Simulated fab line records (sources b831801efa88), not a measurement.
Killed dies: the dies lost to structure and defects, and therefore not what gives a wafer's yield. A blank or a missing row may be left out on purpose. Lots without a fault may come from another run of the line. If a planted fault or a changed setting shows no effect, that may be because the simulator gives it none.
A struck lot beside a sound one | flow gf180mcu | 16 steps out of a route of 602
Sound: wafers L371.1, L371.2, L371.6. Struck: wafer L385.5 (left out: L385.2, L385.3 of the same lot, which were not struck); the cause appears at the end.
Each step with rows lists, per side, the tool, then ch with its chambers, then its first start. Under that, the readings that differ: sound wafers | struck wafers | difference of the means | sigmas: that difference in standard deviations of wafers without a fault.
alike: a reading whose means differ by less than 2 such deviations, as well as words and numbers matching on both sides. not compared: withheld readings; readings where some wafer has no value; bounds like >300 that might hide an equal value; numbers whose values overlap and for which the record gives no deviation.
Wherever a step has rows on one side only, a row that says differs or no value, or a row with sigmas, the two part there. Numbers that have no deviation but don't overlap get no sigmas and don't part them. A reading missing from all wafers of one side parts the sides only when that side holds two or more wafers.

first, 4 steps without rows for these wafers: GF_M3_SOFTBAKE_10 (time 60 s); GF_M3_EXPOSE_11 (exposes mask Metal3, target cd 280 nm); GF_M3_PEB_12 (peb time 90 s); GF_M3_DEVELOP_13 (develop time 60 s).
GF_M3_CD_MEAS_14: target cd 280 nm.
  sound on cd sem-02, day 20 23:54; struck on cd sem-01, day 26 21:50
  alike: cd nm
GF_M3_OVL_MEAS_15:
  sound on overlay-01, day 21 00:01; struck on overlay-02, day 26 21:56
  alike: M3_OVL
GF_M3_METAL_ETCH_16: etches the open film in Cl2/BCl3, stops on SiO2, target depth 750.8 nm, time 125.1 s.
  sound on rie metal-04 ch 0,1, day 21 00:04; struck on rie metal-03 ch 1, day 26 21:58
  alike: drypump motor current A, oes product au, throttle valve pct
  not compared: rf hours counter h
GF_M3_STRIP_17: strips in O2/N2.
  sound on plasma asher-04 ch 0,1, day 21 00:11; struck on plasma asher-02 ch 0, day 26 22:05
  reading                      | sound          | struck | difference | sigmas
  strip time to endpoint s (s) | 7.49 7.52 7.47 | 7.35   | -0.14      | -2
  alike: drypump motor current A, heater power w, oes product au
  not compared: rf hours counter h
then, 3 steps without rows for these wafers: GF_M3_STRIP_18 (strips in post etch residue remover, time 1200 s); GF_M3_CLEAN_19 (cleans in DIW); GF_V3_CVD_00 (deposits SiO2, target thk 600 nm, time 100 s).
GF_V3_THK_MEAS_01:
  sound on film metro-01, day 21 00:47; struck on film metro-02, day 26 22:46
  alike: V3_CVD_00_THK
GF_V3_CVD_02: deposits SiO2 from TEOS, target thk 850 nm, time 94.851 s.
  sound on pecvd-01 ch 0,1, day 21 00:51; struck on pecvd-01 ch 2, day 26 22:49
  reading                             | sound             | struck | difference | sigmas
  model.SiO2_of_V3_CVD_02.thk nm (nm) | 838.8 838.8 855.4 | 1180   | +336       |
  alike: heater power outer w, heater power w
  not compared: since wet clean h
GF_V3_THK_MEAS_03:
  sound on film metro-03, day 21 00:55; struck on film metro-01, day 26 22:54
  reading            | sound       | struck | difference | sigmas
  V3_CVD_02_THK (nm) | 839 839 856 | 1180   | +335       | +30
GF_V3_CMP_04: polishes SiO2.
  sound on cmp-02 ch 1,2,3, day 21 01:02; struck on cmp-01 ch 1, day 26 23:03
  reading                 | sound             | struck | difference | sigmas
  edge zone pressure frac | 1.004 1.001 0.997 | 0.990  | -0.011     | -2
  time to endpoint s (s)  | 79 84 87          | 212    | +129       | +25
  alike: motor current A
GF_V3_BOW_MEAS_05:
  sound on film metro-01, day 21 01:17; struck on film metro-01, day 26 23:16
  alike: V3_BOW

WHERE THEY PART
Earliest at GF_M3_STRIP_17; latest, in this record, at GF_V3_CMP_04. Later steps at which nothing parts them and some readings are alike: GF_V3_BOW_MEAS_05.

WHY: the cause the simulator had injected
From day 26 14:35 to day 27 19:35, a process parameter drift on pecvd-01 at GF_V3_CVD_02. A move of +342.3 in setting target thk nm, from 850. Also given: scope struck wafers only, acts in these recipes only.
